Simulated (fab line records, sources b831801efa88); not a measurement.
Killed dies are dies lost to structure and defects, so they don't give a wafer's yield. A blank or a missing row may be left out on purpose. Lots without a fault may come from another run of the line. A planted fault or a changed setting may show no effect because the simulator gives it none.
A struck lot beside a sound one | flow sky130 | 32 steps out of a route of 708
Sound: wafers L673.1, L673.4, L673.6. Struck: wafers L659.1, L659.4, L659.5. The cause comes at the end.
At each step with rows: each side's tool, then ch and its chambers, then its first start. Under that, the readings that differ: sound wafers | struck wafers | difference of the means | sigmas: that difference in standard deviations of wafers without a fault.
alike: readings whose means differ by less than 2 such deviations, and words and numbers that are the same on both sides. not compared: withheld readings, readings that some wafer has no value for, bounds like >300 that may hide the same value, and numbers for which the record gives no deviation and whose values overlap.
The two part at a step that has a row with sigmas, a row that says differs or no value, or rows on one side only. Numbers that don't overlap but have no deviation are shown without sigmas and don't part them. A reading that every wafer of one side lacks parts them only if that side has two wafers or more.

SKY_PWDE_OVL_MEAS_07:
  sound on overlay-01, day 7 11:10; struck on overlay-01, day 4 02:28
  alike: PWDE_OVL
then, 1 step without rows for these wafers: SKY_PWDE_IMPLANT_08.
SKY_PWDE_STRIP_09: strips in O2/N2.
  sound on plasma_asher-02 ch 0,1, day 7 11:22; struck on plasma_asher-04 ch 0,1, day 4 02:39
  alike: drypump_motor_current_A, oes_product_au, strip_time_to_endpoint_s
  not compared: rf_hours_counter_h
SKY_PWDE_TW_MEAS_10:
  sound on film_metro-03, day 7 11:28; struck on film_metro-04, day 4 02:45
  alike: PWDE_TW
then, 7 steps without rows for these wafers: SKY_NWELL_DEHYDRATE_03 (time 60 s); SKY_NWELL_HMDS_04 (prime time 60 s); SKY_NWELL_COAT_05 (resist thk 3000 nm); SKY_NWELL_SOFTBAKE_06; SKY_NWELL_EXPOSE_07 (exposes mask NWM, target cd 840 nm); SKY_NWELL_PEB_08; SKY_NWELL_DEVELOP_09 (develop time 60 s).
SKY_NWELL_OVL_MEAS_10:
  sound on overlay-01, day 8 06:56; struck on overlay-02, day 4 19:16
  alike: NWELL_00_OVL
SKY_NWELL_IMPLANT_11:
  sound on implanter-01 ch 0, day 8 06:58; struck on implanter-01 ch 0, day 4 19:37
then, 2 steps without rows for these wafers: SKY_NWELL_IMPLANT_12; SKY_NWELL_IMPLANT_13.
SKY_NWELL_STRIP_14: strips in O2/N2.
  sound on plasma_asher-04 ch 0,1, day 8 07:25; struck on plasma_asher-01 ch 0,1, day 4 20:04
  reading                     | sound       | struck      | difference | sigmas
  drypump_motor_current_A (A) | 6.1 6.1 6.1 | 5.2 5.2 5.2 | -0.9       | -2
  alike: oes_product_au, strip_time_to_endpoint_s
  not compared: rf_hours_counter_h
SKY_NWELL_TW_MEAS_15:
  sound on film_metro-02, day 8 07:31; struck on film_metro-02, day 4 20:10
  reading  | sound          | struck         | difference | sigmas
  NWELL_TW | 1817 1827 1824 | 2249 2245 2232 | +419       | +38
then, 7 steps without rows for these wafers: SKY_NWELL_DEHYDRATE_16 (time 60 s); SKY_NWELL_HMDS_17 (prime time 60 s); SKY_NWELL_COAT_18 (resist thk 3000 nm); SKY_NWELL_SOFTBAKE_19; SKY_NWELL_EXPOSE_20 (exposes mask NWM COMPLEMENT, target cd 840 nm); SKY_NWELL_PEB_21; SKY_NWELL_DEVELOP_22 (develop time 60 s).
SKY_NWELL_OVL_MEAS_23:
  sound on overlay-01, day 9 04:52; struck on overlay-02, day 5 13:14
  alike: NWELL_01_OVL
then, 1 step without rows for these wafers: SKY_NWELL_IMPLANT_24.
SKY_NWELL_STRIP_25: strips in O2/N2.
  sound on plasma_asher-01 ch 0,1, day 9 05:04; struck on plasma_asher-04 ch 0,1, day 5 13:25
  reading                     | sound       | struck      | difference | sigmas
  drypump_motor_current_A (A) | 5.2 5.2 5.2 | 6.0 6.0 6.0 | +0.8       | +2
  alike: oes_product_au, strip_time_to_endpoint_s
  not compared: rf_hours_counter_h
SKY_NWELL_TW_MEAS_26:
  sound on film_metro-03, day 9 05:10; struck on film_metro-02, day 5 13:31
  alike: NWELL_2_TW
then, 1 step without rows for these wafers: SKY_NWELL_CLEAN_27 (cleans in SC1/SC2, time 150 s).
SKY_NWELL_RTA_28: time 30 s.
  sound on rtp_anneal-02 ch 0, day 9 05:17; struck on rtp_anneal-01 ch 0, day 5 13:38
  alike: lamp_power_pct, wafer_temp_C_max
SKY_NWELL_RS_MEAS_29: measures by four-point-probe.
  sound on film_metro-02, day 9 05:23; struck on film_metro-03, day 5 13:50
  reading           | sound             | struck            | difference | sigmas
  NWELL_RS (ohm/sq) | 625.3 626.2 626.4 | 430.0 430.2 431.2 | -195.5     | -99 or more
-- the record jumps here: 40 days lie between the struck wafers' starts before and after (it left off in module NWELL and takes up again in module PAD_OPEN, whose first step shown is number 708 of the route) --
SKY_PAD_OPEN_PROBE_99:
  sound on prober-01, day 49 16:10; struck on prober-02, day 45 23:41
  reading                                 | sound                         | struck                        | difference | sigmas
  killed_at_front_end                     | 19 13 29                      | 9 5 10                        | -12        | -3
  model.etest.nfet_16v.r_on_ohm_um        | 1.427e+04 1.42e+04 1.416e+04  | 1.194e+04 1.186e+04 1.183e+04 | -2.333e+03 |
  model.etest.pfet_16v.r_on_ohm_um        | 1.539e+04 1.569e+04 1.533e+04 | 1.66e+04 1.644e+04 1.57e+04   | +7.77e+02  |
  model.etest.res_nwell.line_ohm_um       | 1088 1102 1082                | 679.2 676.1 667               | -416.6     |
  model.etest.res_nwell.rs_ohm_sq         | 929.5 938.2 926.5             | 598.8 601.1 580.9             | -337.8     |
  model.etest.pfet_g5v0d10v5.r_on_ohm_um  | 4853 4818 4802                | 5018 4946 4903                | +131       |
  model.etest.tip_p_5v.rs_ohm_sq          | 2850 2847 2872                | 2959 2973 2976                | +113       |
  model.etest.res_nwell.width_nm (nm)     | 848.5 852.7 844.4             | 887.1 886.8 884.4             | +37.6      |
  model.etest.res_iso_pwell.width_nm (nm) | 2627 2627 2627                | 2599 2580 2594                | -36        |
  alike: killed_at_M0_to_M3, killed_at_M4_up, killed_at_contacts, killed_at_other, killed_dies, killed_open, killed_short

WHERE THEY PART
First at SKY_NWELL_STRIP_14; last, within this record, at SKY_PAD_OPEN_PROBE_99.

WHY: what the simulator had put in
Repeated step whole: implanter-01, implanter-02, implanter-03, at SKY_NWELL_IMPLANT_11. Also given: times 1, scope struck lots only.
